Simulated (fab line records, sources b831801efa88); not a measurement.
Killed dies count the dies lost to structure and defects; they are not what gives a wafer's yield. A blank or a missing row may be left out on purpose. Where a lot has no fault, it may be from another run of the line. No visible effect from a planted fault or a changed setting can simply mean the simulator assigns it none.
A lot that was struck, set against a sound lot / flow sky130 / 17 steps out of a route of 708
Sound: the wafers L829.1, L829.4, L829.5. Wafers struck: L841.1, L841.4, L841.6. At the end, the cause is stated.
At each step with rows: each side's tool, then ch and its chambers, then its first start. Under that, the readings that differ: sound wafers / struck wafers / difference of the means / sigmas: that difference in standard deviations of wafers without a fault.
alike: same words and numbers on both sides, and readings whose means sit less than 2 such deviations apart. not compared: any withheld reading, any reading some wafer has no value for, any bound like >300 that may hide the same value, and any number with overlapping values for which the record gives no deviation.
The two part at a step that has a row with sigmas, a row that says differs or no value, or rows on one side only. Numbers that don't overlap but have no deviation are shown without sigmas and don't part them. A reading missing from all wafers of one side parts the sides only when that side holds two or more wafers.

first, 1 step without rows for these wafers: SKY_LDD_N_IMPLANT_15.
SKY_LDD_N_STRIP_16: strips in O2/N2.
  sound on plasma-asher-02 ch 0,1, day 19 14:34; struck on plasma-asher-02 ch 1, day 24 17:07
  alike: drypump-motor-current-A, oes-product-au, strip-time-to-endpoint-s
  not compared: rf-hours-counter-h
SKY_LDD_N_TW_MEAS_17:
  sound on film-metro-01, day 19 14:40; struck on film-metro-01, day 24 17:13
  alike: LDD_N_TW
then, 7 steps without rows for these wafers: SKY_LDD_P_DEHYDRATE_00 (time 60 s); SKY_LDD_P_HMDS_01 (prime time 60 s); SKY_LDD_P_COAT_02 (resist thk 1140 nm); SKY_LDD_P_SOFTBAKE_03 (time 60 s); SKY_LDD_P_EXPOSE_04 (exposes mask PSDM, target cd 380 nm); SKY_LDD_P_PEB_05; SKY_LDD_P_DEVELOP_06 (develop time 60 s).
SKY_LDD_P_CD_MEAS_07: target cd 380 nm.
  sound on cd-sem-02, day 20 22:02; struck on cd-sem-01, day 25 22:41
  alike: cd-nm
SKY_LDD_P_OVL_MEAS_08:
  sound on overlay-01, day 20 22:10; struck on overlay-02, day 25 22:49
  alike: LDD_P_OVL
SKY_LDD_P_IMPLANT_09:
  sound on implanter-02 ch 0, day 20 22:12; struck on implanter-04 ch 0, day 25 22:51
reading=dose-ions-cm2; sound=1.0011e+13 9.999e+12 1.0011e+13; struck=9.183e+12 9.192e+12 9.176e+12; difference=-8.233e+11; sigmas=-69
reading=faraday-current-uA; sound=52.4 57.7 57.4; struck=51.6 52.2 50.6; difference=-4.4; sigmas=-4
SKY_LDD_P_STRIP_10: strips in O2/N2.
  sound on plasma-asher-03 ch 0,1, day 20 22:21; struck on plasma-asher-03 ch 0,1, day 25 23:00
  alike: drypump-motor-current-A, oes-product-au, strip-time-to-endpoint-s
  not compared: rf-hours-counter-h
SKY_LDD_P_TW_MEAS_11:
  sound on film-metro-03, day 20 22:27; struck on film-metro-04, day 25 23:06
reading=LDD_P_TW; sound=639 635 637; struck=617 618 618; difference=-19; sigmas=-4
then, 1 step without rows for these wafers: SKY_LDD_HVN_DEHYDRATE_00 (time 60 s).
-- the record jumps here: 24 days lie between the struck wafers' starts before and after (it left off in module LDD_HVN and takes up again in module PAD_OPEN, whose first step shown is number 708 of the route) --
SKY_PAD_OPEN_PROBE_99:
  sound on prober-01, day 47 01:11; struck on prober-02, day 50 06:31
reading=model.etest.tip-p.rs-ohm-sq; sound=6731 6771 6768; struck=7503 7401 7340; difference=+658; sigmas=
  alike: killed_at_M0_to_M3, killed_at_M4_up, killed-at-contacts, killed-at-front-end, killed-at-other, killed-dies, killed-open, killed-short

== WHERE THEY PART ==
Last at SKY_LDD_P_TW_MEAS_11 as far as this record goes, first at SKY_LDD_P_IMPLANT_09. Later steps at which nothing parts them and some readings are alike: SKY_PAD_OPEN_PROBE_99.

WHY: whatever the simulator had introduced
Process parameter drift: implanter-04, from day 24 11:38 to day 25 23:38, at SKY_LDD_P_IMPLANT_09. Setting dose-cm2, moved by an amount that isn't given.
